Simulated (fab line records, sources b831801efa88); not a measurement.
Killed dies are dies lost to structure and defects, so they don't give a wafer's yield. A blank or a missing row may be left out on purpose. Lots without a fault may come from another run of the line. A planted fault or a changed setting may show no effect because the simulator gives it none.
A struck lot beside a sound one | flow gf180mcu | 15 steps out of a route of 602
Sound: wafers L809.1, L809.5, L809.6. Struck: wafers L812.2, L812.3, L812.6. The cause comes at the end.
At each step with rows: each side's tool, then ch and its chambers, then its first start. Under that, the readings that differ: sound wafers | struck wafers | difference of the means | sigmas: that difference in standard deviations of wafers without a fault.
alike: readings whose means differ by less than 2 such deviations, and words and numbers that are the same on both sides. not compared: withheld readings, readings that some wafer has no value for, bounds like >300 that may hide the same value, and numbers for which the record gives no deviation and whose values overlap.
The two part at a step that has a row with sigmas, a row that says differs or no value, or rows on one side only. Numbers that don't overlap but have no deviation are shown without sigmas and don't part them. A reading that every wafer of one side lacks parts them only if that side has two wafers or more.

GF_STI_STRIP_15: strips in O2/N2.
  sound on plasma_asher-04 ch 0,1, day 3 09:34; struck on plasma_asher-04 ch 0,1, day 3 23:46
  alike: drypump_motor_current_A, heater_power_w, n2_flow_sccm, oes_product_au, strip_time_to_endpoint_s
  not compared: rf_hours_counter_h
then, 6 steps without rows for these wafers: GF_STI_CLEAN_16 (cleans in dHF, time 25 s); GF_STI_WET_ETCH_17 (etches Si3N4 in H3PO4, target depth 45 nm, time 514 s); GF_STI_CLEAN_18 (cleans in SC1/SC2, time 150 s); GF_STI_CLEAN_19 (cleans in dHF, time 20 s); GF_STI_WET_ETCH_20 (etches SiO2 in dHF, target depth 20 nm, time 400 s); GF_STI_OXIDATION_21 (stabilise 600 s, purge 300 s, target thk 15 nm).
GF_STI_THK_MEAS_22:
  sound on film_metro-03, day 3 11:10; struck on film_metro-01, day 4 01:21
  alike: STI_OXIDATION_01_THK
then, 1 step without rows for these wafers: GF_STI_CVD_23 (deposits SiO2, target thk 650 nm, time 108.3 s).
GF_STI_THK_MEAS_24:
  sound on film_metro-02, day 3 11:19; struck on film_metro-02, day 4 01:29
  alike: STI_CVD_23_THK
GF_STI_CMP_25: polishes, stops on Si3N4, t overpolish 33 s, target thk 524.6 nm.
  sound on cmp-01 ch 1,2,3, day 3 11:28; struck on cmp-01 ch 0,2,3, day 4 01:38
  alike: motor_current_A, overpolish_run_s, platen_rpm, time_to_endpoint_s
then, 1 step without rows for these wafers: GF_STI_WET_ETCH_26 (etches SiO2 in dHF, target depth 94 nm, time 188 s).
GF_STI_WET_ETCH_27: etches Si3N4 in H3PO4, target depth 160 nm, time 1825 s.
  sound on wet_bench-01 ch 0, day 3 11:44; struck on wet_bench-03 ch 3, day 4 01:55
  reading               | sound                | struck               | difference | sigmas
  bath_guard_temp_C (C) | 158.9 159.1 159.2    | 156.3 156.1 156.2    | -2.9       | -4
  temp_c (C)            | 160.06 159.94 160.04 | 157.42 157.78 157.39 | -2.48      | -21
then, 2 steps without rows for these wafers: GF_STI_WET_ETCH_28 (etches SiO2 in dHF, target depth 20 nm, time 40 s); GF_PASSIVATION_PROBE_99.

WHERE THEY PART
Only at GF_STI_WET_ETCH_27, within this record.

WHY: what the simulator had put in
Process parameter drift: wet_bench-03, from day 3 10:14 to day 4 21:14, at GF_STI_WET_ETCH_27. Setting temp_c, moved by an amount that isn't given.
